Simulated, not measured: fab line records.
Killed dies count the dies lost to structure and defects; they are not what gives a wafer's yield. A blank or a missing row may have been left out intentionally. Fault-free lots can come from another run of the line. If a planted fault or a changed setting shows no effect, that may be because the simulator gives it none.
Tool commonality check / flow gf180mcu / 14 lots and 42 wafers in the sample

## WHY THIS WAS OPENED
2 of 14 lots carry a flag on the reading HV_LDD_3_TW at GF_HV_LDD_TW_MEAS_38. Wafers without a fault read 1430, standard deviation 13.
Rule: a lot gets a flag if all its wafers with a number sit over 4 standard deviations from that mean, or if no wafer of it has a number. The other lots count as sound.

lot=L977; measured=day 11 15:58; on=filmMetro-04; HV_LDD_3_TW, wafer by wafer=1435 1433 1424; flag=
lot=L979; measured=day 12 06:04; on=filmMetro-04; HV_LDD_3_TW, wafer by wafer=1438 1439 1427; flag=
lot=L980; measured=day 12 16:27; on=filmMetro-03; HV_LDD_3_TW, wafer by wafer=1417 1415 1418; flag=
lot=L984; measured=day 13 23:15; on=filmMetro-02; HV_LDD_3_TW, wafer by wafer=1355 1357 1348; flag=FLAGGED
lot=L985; measured=day 14 07:52; on=filmMetro-02; HV_LDD_3_TW, wafer by wafer=1451 1446 1443; flag=
lot=L987; measured=day 15 02:49; on=filmMetro-03; HV_LDD_3_TW, wafer by wafer=1334 1329 1330; flag=FLAGGED
lot=L990; measured=day 15 23:15; on=filmMetro-03; HV_LDD_3_TW, wafer by wafer=1414 1423 1414; flag=
lot=L991; measured=day 16 08:04; on=filmMetro-03; HV_LDD_3_TW, wafer by wafer=1422 1416 1416; flag=
lot=L995; measured=day 17 12:46; on=filmMetro-04; HV_LDD_3_TW, wafer by wafer=1435 1431 1432; flag=
lot=L996; measured=day 17 16:57; on=filmMetro-02; HV_LDD_3_TW, wafer by wafer=1442 1450 1452; flag=
lot=L997; measured=day 18 09:10; on=filmMetro-04; HV_LDD_3_TW, wafer by wafer=1426 1422 1424; flag=
lot=L998; measured=day 18 11:29; on=filmMetro-04; HV_LDD_3_TW, wafer by wafer=1427 1424 1422; flag=
lot=L999; measured=day 18 18:44; on=filmMetro-03; HV_LDD_3_TW, wafer by wafer=1417 1416 1420; flag=
lot=L100; measured=day 19 07:22; on=filmMetro-03; HV_LDD_3_TW, wafer by wafer=1422 1423 1424; flag=
Average over the flagged lots: 1342; offset from the usual -88, equal to -7 standard deviations.

## WHICH TOOL EACH LOT WENT THROUGH
The record keeps 1 process step preceding the reading, out of 602 steps on the route. Read each cell as the tool, then ch plus the chambers that the sampled wafers visited, then the start.
lot=L977; flag=; GF_HV_LDD_IMPLANT_33=implanter-02 ch 0, day 11 15:13
lot=L979; flag=; GF_HV_LDD_IMPLANT_33=implanter-03 ch 0, day 12 05:22
lot=L980; flag=; GF_HV_LDD_IMPLANT_33=implanter-01 ch 0, day 12 15:45
lot=L984; flag=FLAGGED; GF_HV_LDD_IMPLANT_33=implanter-03 ch 0, day 13 22:34
lot=L985; flag=; GF_HV_LDD_IMPLANT_33=implanter-01 ch 0, day 14 07:11
lot=L987; flag=FLAGGED; GF_HV_LDD_IMPLANT_33=implanter-03 ch 0, day 15 02:10
lot=L990; flag=; GF_HV_LDD_IMPLANT_33=implanter-02 ch 0, day 15 22:33
lot=L991; flag=; GF_HV_LDD_IMPLANT_33=implanter-02 ch 0, day 16 07:24
lot=L995; flag=; GF_HV_LDD_IMPLANT_33=implanter-03 ch 0, day 17 12:05
lot=L996; flag=; GF_HV_LDD_IMPLANT_33=implanter-02 ch 0, day 17 16:16
lot=L997; flag=; GF_HV_LDD_IMPLANT_33=implanter-01 ch 0, day 18 08:30
lot=L998; flag=; GF_HV_LDD_IMPLANT_33=implanter-01 ch 0, day 18 10:42
lot=L999; flag=; GF_HV_LDD_IMPLANT_33=implanter-03 ch 0, day 18 18:02
lot=L100; flag=; GF_HV_LDD_IMPLANT_33=implanter-02 ch 0, day 19 06:41
What the steps here do:
- GF_HV_LDD_IMPLANT_33
- GF_HV_LDD_TW_MEAS_38

## FLAGGED OVER TOTAL, TOOL BY TOOL (the gauges that took the reading come last)
step=GF_HV_LDD_IMPLANT_33; tool=implanter-01; lots run=4; flagged=0; share of the flagged lots=none; sound lots run after its first flagged lot=-
step=GF_HV_LDD_IMPLANT_33; tool=implanter-02; lots run=5; flagged=0; share of the flagged lots=none; sound lots run after its first flagged lot=-
step=GF_HV_LDD_IMPLANT_33; tool=implanter-03; lots run=5; flagged=2; share of the flagged lots=all; sound lots run after its first flagged lot=2 (L995,L999)
step=GF_HV_LDD_TW_MEAS_38; tool=filmMetro-02; lots run=3; flagged=1; share of the flagged lots=some; sound lots run after its first flagged lot=2 (L985,L996)
step=GF_HV_LDD_TW_MEAS_38; tool=filmMetro-03; lots run=6; flagged=1; share of the flagged lots=some; sound lots run after its first flagged lot=4 (L990,L991,L999,L100)
step=GF_HV_LDD_TW_MEAS_38; tool=filmMetro-04; lots run=5; flagged=0; share of the flagged lots=none; sound lots run after its first flagged lot=-

## THE TABLE: WHAT IT ALLOWS
All flagged lots share 1 row of the table, namely implanter-03 at GF_HV_LDD_IMPLANT_33.
- implanter-03 at GF_HV_LDD_IMPLANT_33 ran 5 lots, 2 of them flagged. Lots that were sound ran on it after the first flagged one (L995, L999); a persistent fault on the entire tool would not allow that. Its own readings lie more than 4 standard deviations out on every wafer of the flagged lots: doseIonsCm2, faradayCurrentUA.
No row of the table ran every flagged lot and no sound lot after the first.

## WHAT THE SIMULATOR HAD INSERTED
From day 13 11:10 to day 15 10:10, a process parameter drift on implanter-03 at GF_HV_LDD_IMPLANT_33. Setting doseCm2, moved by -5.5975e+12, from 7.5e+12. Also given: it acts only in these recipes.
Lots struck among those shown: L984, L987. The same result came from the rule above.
